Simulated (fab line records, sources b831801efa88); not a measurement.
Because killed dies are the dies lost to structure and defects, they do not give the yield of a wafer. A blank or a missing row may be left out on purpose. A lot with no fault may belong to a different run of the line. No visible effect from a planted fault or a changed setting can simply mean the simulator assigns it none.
Which of the tools did it? | flow sky130 | route of 708 steps, sampled at 1 step: 6 lots, 18 wafers

## WHAT EACH GAUGE READ, for each wafer
SKY_FIELD_ISO_BOW_MEAS_00.
lot  | measured    | on            | INCOMING_BOW (um)
L121 | day 2 06:04 | film-metro-04 | 3 6 -6
L123 | day 2 16:02 | film-metro-04 | 0 -5 6
L125 | day 3 02:00 | film-metro-03 | -7 -11 0
L127 | day 3 12:00 | film-metro-03 | 1 2 -11
L135 | day 5 04:00 | film-metro-01 | 6 3 -2
L139 | day 6 00:01 | film-metro-03 | -3 -8 10

## TOOL THAT RAN EACH LOT (tool first, then ch and the chambers of the sampled wafers, then the start)
The record shows no process step preceding these readings.

## THE ANSWER, worked out from the rows above alone
Rule: the lots themselves supply what counts as usual. Put in order of their means at a reading, lots are off if they are a third of the lots or fewer, leave a main group of 4 or more, and stand apart from it by a gap of 3 or more times the standard deviation of the main group's means; of several such gaps the widest counts. A main group whose means are all the same, to the digits that the tables above print for the reading, isn't used. A lot without any number at a reading at which 4 lots or more have one is off too. Where the step has rows for the other lots, those lots are counted as sound.
Across all readings shown, no lot is off: no conclusion can be drawn from this.

## WHAT WAS PUT IN BY THE SIMULATOR
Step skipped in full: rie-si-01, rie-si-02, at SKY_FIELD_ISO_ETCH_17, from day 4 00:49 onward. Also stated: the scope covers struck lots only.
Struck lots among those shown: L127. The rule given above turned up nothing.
